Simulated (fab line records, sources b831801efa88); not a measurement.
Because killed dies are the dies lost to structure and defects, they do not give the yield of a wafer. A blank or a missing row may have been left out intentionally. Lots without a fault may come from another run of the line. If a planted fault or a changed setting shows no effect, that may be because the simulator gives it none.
What tool caused it? | flow gf180mcu | 12 lots with 36 wafers sampled at 7 steps, on a route of 602 steps

WHAT THE GAUGES SHOWED, per wafer
GF_HV_LDD_CD_MEAS_31: target cd 400 nm. Usual: cd nm 399.9 nm, standard deviation 2.6.
lot  | measured     | on        | cd nm (nm)        | flag
L512 | day 11 15:22 | cd sem-01 | 399.0 399.2 400.7 |
L513 | day 11 20:46 | cd sem-02 | 402.5 400.5 400.5 |
L515 | day 12 12:55 | cd sem-01 | 403.8 401.7 403.8 |
L518 | day 13 14:20 | cd sem-02 | 403.4 404.4 404.4 |
L519 | day 13 22:20 | cd sem-01 | 403.8 402.3 400.7 |
L520 | day 14 07:28 | cd sem-02 | 396.7 395.6 396.7 |
L521 | day 14 13:53 | cd sem-01 | 398.3 396.9 398.5 |
L524 | day 15 11:58 | cd sem-02 | 399.2 402.4 402.8 |
L527 | day 16 11:49 | cd sem-02 | 399.0 400.4 398.0 |
L528 | day 16 17:31 | cd sem-01 | 397.0 398.2 396.2 |
L532 | day 18 02:19 | cd sem-02 | 398.0 395.9 398.8 |
L533 | day 18 09:44 | cd sem-01 | 399.4 401.2 400.8 |

GF_NSD_CD_MEAS_07: target cd 400 nm. Usual: cd nm 400.1 nm, standard deviation 2.4.
lot  | measured     | on        | cd nm (nm)        | flag
L512 | day 13 12:50 | cd sem-01 | 399.6 401.4 400.7 |
L513 | day 13 15:40 | cd sem-01 | 400.1 401.5 401.6 |
L515 | day 14 10:22 | cd sem-01 | 402.0 402.4 401.5 |
L518 | day 15 11:40 | cd sem-01 | 400.1 400.5 398.7 |
L519 | day 15 20:53 | cd sem-01 | 397.8 397.2 396.7 |
L520 | day 16 07:02 | cd sem-01 | 399.5 400.3 400.8 |
L521 | day 16 12:18 | cd sem-01 | 397.0 392.5 396.6 |
L524 | day 17 14:10 | cd sem-01 | 398.2 394.8 398.1 |
L527 | day 18 15:11 | cd sem-02 | 398.2 398.7 397.7 |
L528 | day 18 20:07 | cd sem-02 | 396.4 393.7 394.9 |
L532 | day 20 07:22 | cd sem-02 | 400.6 399.7 398.4 |
L533 | day 20 14:32 | cd sem-01 | 402.4 402.4 401.7 |

GF_PSD_TW_MEAS_11. Usual: PSD_TW gives 3181 (standard deviation 26).
lot  | measured     | on            | PSD_TW         | flag
L512 | day 14 10:23 | film metro-04 | 3136 3145 3149 |
L513 | day 14 13:50 | film metro-02 | 3184 3193 3202 |
L515 | day 15 08:11 | film metro-01 | 3189 3182 3209 |
L518 | day 16 10:20 | film metro-04 | 3149 3142 3154 |
L519 | day 16 20:37 | film metro-01 | 3205 3199 3204 |
L520 | day 17 06:18 | film metro-02 | 3219 3226 3229 |
L521 | day 17 11:14 | film metro-04 | 3162 3166 3161 |
L524 | day 18 14:47 | film metro-04 | 3150 3137 3151 |
L527 | day 19 16:42 | film metro-01 | 2991 3001 2993 | OFF
L528 | day 19 21:43 | film metro-02 | 2990 3014 2993 | OFF
L532 | day 21 08:10 | film metro-01 | 3173 3188 3202 |
L533 | day 21 15:01 | film metro-02 | 3191 3204 3192 |

GF_PSD_RS_MEAS_15: the measuring method here is four-point-probe. Usual: PSD_RS gives 108.47 ohm/sq (standard deviation 0.29).
lot  | measured     | on            | PSD_RS (ohm/sq)      | flag
L512 | day 14 10:44 | film metro-02 | 108.68 108.54 108.86 |
L513 | day 14 14:13 | film metro-04 | 108.24 108.28 108.15 |
L515 | day 15 08:31 | film metro-04 | 108.19 108.34 108.37 |
L518 | day 16 10:38 | film metro-04 | 108.56 108.43 108.56 |
L519 | day 16 20:56 | film metro-02 | 108.57 108.80 108.47 |
L520 | day 17 06:38 | film metro-04 | 108.48 107.96 108.04 |
L521 | day 17 11:34 | film metro-04 | 108.29 108.34 108.17 |
L524 | day 18 15:05 | film metro-01 | 108.25 108.51 108.22 |
L527 | day 19 17:02 | film metro-01 | 123.15 122.61 122.40 | OFF
L528 | day 19 22:02 | film metro-01 | 122.72 122.45 122.33 | OFF
L532 | day 21 08:29 | film metro-04 | 108.71 108.84 108.83 |
L533 | day 21 15:19 | film metro-04 | 108.76 108.72 108.48 |

GF_SAB_OVL_MEAS_10. Usual: SAB_OVL gives -1.1 nm (standard deviation 1.6).
lot  | measured     | on         | SAB_OVL (nm)   | flag
L512 | day 15 07:35 | overlay-01 | 0.6 1.8 1.8    |
L513 | day 15 11:14 | overlay-02 | -1.3 -1.4 -1.6 |
L515 | day 16 06:14 | overlay-01 | -1.4 -3.4 -1.4 |
L518 | day 17 09:52 | overlay-02 | -1.7 -1.5 -1.9 |
L519 | day 17 19:14 | overlay-02 | -2.4 -1.1 -0.9 |
L520 | day 18 05:36 | overlay-02 | 0.2 -1.7 -0.8  |
L521 | day 18 10:25 | overlay-01 | -1.4 -1.4 -0.9 |
L524 | day 19 15:29 | overlay-02 | -1.2 -0.7 0.8  |
L527 | day 20 17:09 | overlay-02 | -2.9 -2.4 -0.2 |
L528 | day 20 23:06 | overlay-01 | -0.8 -1.2 -0.7 |
L532 | day 22 08:15 | overlay-02 | -1.8 -0.9 -0.5 |
L533 | day 22 15:10 | overlay-02 | -0.9 -3.5 -2.0 |

WHAT TOOL EACH LOT RAN ON (gives the tool, then ch and the chambers of the sampled wafers, and finally the start)
lot  | GF_PSD_IMPLANT_09               | GF_PSD_STRIP_10
L512 | implanter-03 ch 0, day 14 10:10 | plasma asher-02 ch 0,1, day 14 10:17
L513 | implanter-04 ch 0, day 14 13:36 | plasma asher-02 ch 0,1, day 14 13:44
L515 | implanter-01 ch 0, day 15 07:58 | plasma asher-03 ch 0,1, day 15 08:05
L518 | implanter-04 ch 0, day 16 10:05 | plasma asher-01 ch 0,1, day 16 10:14
L519 | implanter-04 ch 0, day 16 20:23 | plasma asher-01 ch 1, day 16 20:31
L520 | implanter-04 ch 0, day 17 06:05 | plasma asher-01 ch 0,1, day 17 06:13
L521 | implanter-01 ch 0, day 17 10:56 | plasma asher-02 ch 1, day 17 11:05
L524 | implanter-01 ch 0, day 18 14:32 | plasma asher-02 ch 0,1, day 18 14:41
L527 | implanter-01 ch 0, day 19 16:29 | plasma asher-03 ch 0,1, day 19 16:37
L528 | implanter-01 ch 0, day 19 21:29 | plasma asher-03 ch 0,1, day 19 21:37
L532 | implanter-03 ch 0, day 21 07:55 | plasma asher-03 ch 0, day 21 08:04
L533 | implanter-03 ch 0, day 21 14:46 | plasma asher-01 ch 0,1, day 21 14:55
- GF_PSD_IMPLANT_09
- GF_PSD_STRIP_10: strips in O2/N2.

WHAT THE TOOLS THEMSELVES READ (means of the sampled wafers that have a number; where no wafer has one, the mark that the record gives instead)
GF_PSD_IMPLANT_09. Usual: beam energy keV 40.003, standard deviation 0.012; dose ions cm2 1.5002e+15, standard deviation 1.5e+12.
lot  | tool         | beam energy keV | dose ions cm2 | flag
L512 | implanter-03 | 40.006          | 1.4981e+15    |
L513 | implanter-04 | 39.996          | 1.4987e+15    |
L515 | implanter-01 | 39.999          | 1.5011e+15    |
L518 | implanter-04 | 40.000          | 1.5001e+15    |
L519 | implanter-04 | 39.986          | 1.4999e+15    |
L520 | implanter-04 | 40.002          | 1.4993e+15    |
L521 | implanter-01 | 40.000          | 1.5002e+15    |
L524 | implanter-01 | 40.000          | 1.5011e+15    |
L527 | implanter-01 | 30.809          | 1.5021e+15    | OFF
L528 | implanter-01 | 30.811          | 1.4998e+15    | OFF
L532 | implanter-03 | 39.999          | 1.4993e+15    |
L533 | implanter-03 | 39.991          | 1.5009e+15    |

GF_PSD_STRIP_10. Usual: drypump motor current A 5.6 A, standard deviation 0.45; heater power w 343 W, standard deviation 31; oes product au 0.592 a.u., standard deviation 0.0045; strip time to endpoint s 16.53 s, standard deviation 0.041.
lot  | tool            | drypump motor current A (A) | heater power w (W) | oes product au (a.u.) | strip time to endpoint s (s) | flag
L512 | plasma asher-02 | 5.3                         | 359                | 0.595                 | 16.59                        |
L513 | plasma asher-02 | 5.3                         | 355                | 0.591                 | 16.50                        |
L515 | plasma asher-03 | 5.9                         | 356                | 0.589                 | 16.44                        |
L518 | plasma asher-01 | 5.3                         | 317                | 0.595                 | 16.53                        |
L519 | plasma asher-01 | 5.6                         | 289                | 0.590                 | 16.55                        |
L520 | plasma asher-01 | 5.3                         | 318                | 0.588                 | 16.59                        |
L521 | plasma asher-02 | 6.0                         | 345                | 0.589                 | 16.50                        |
L524 | plasma asher-02 | 5.6                         | 347                | 0.591                 | 16.52                        |
L527 | plasma asher-03 | 5.9                         | 356                | 0.613                 | 15.66                        | OFF
L528 | plasma asher-03 | 5.9                         | 357                | 0.614                 | 15.64                        | OFF
L532 | plasma asher-03 | 5.8                         | 347                | 0.594                 | 16.54                        |
L533 | plasma asher-01 | 5.3                         | 316                | 0.590                 | 16.53                        |

THE ANSWER, worked out from the rows above alone
Rule: lot off if the mean of its wafers having a number is beyond 3 standard deviations from the usual mean. A lot without any number at a reading at which 4 lots or more have one is off too. Any other lot the step has rows for is counted as sound. After the gauges, taken in route order, come the tools' own readings; for these a lot's mean is taken, as printed above. At the first step where some lot is off, the reading lying furthest off is the one used; lots without a number count as furthest.
Off: L527, L528, at GF_PSD_TW_MEAS_11 (PSD_TW).
If a tool, at a process step before that reading, ran all the lots that are off and no sound lot after the first of them, it fits. Not tried: the gauges at GF_PSD_TW_MEAS_11; whatever is off there is also off at GF_PSD_IMPLANT_09, on other tools, and gauge error can't account for it. One fits: implanter-01 at GF_PSD_IMPLANT_09. Its last sound lot is L524 (day 18 14:32), its first lot that is off L527 (day 19 16:29): a fault that began between those two fits.
On the lots that are off, the tool's own readings at GF_PSD_IMPLANT_09 differ by more than 5 times the standard deviation of the sound lots' means, which bears it out; beam energy keV reads 30.810 there versus 39.998 on the sound lots.

WHAT THE SIMULATOR HAD INSERTED
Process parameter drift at GF_PSD_IMPLANT_09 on implanter-01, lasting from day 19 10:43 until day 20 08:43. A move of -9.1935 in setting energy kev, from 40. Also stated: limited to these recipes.
Struck lots among those shown: L527, L528. This agrees with what the rule above found.
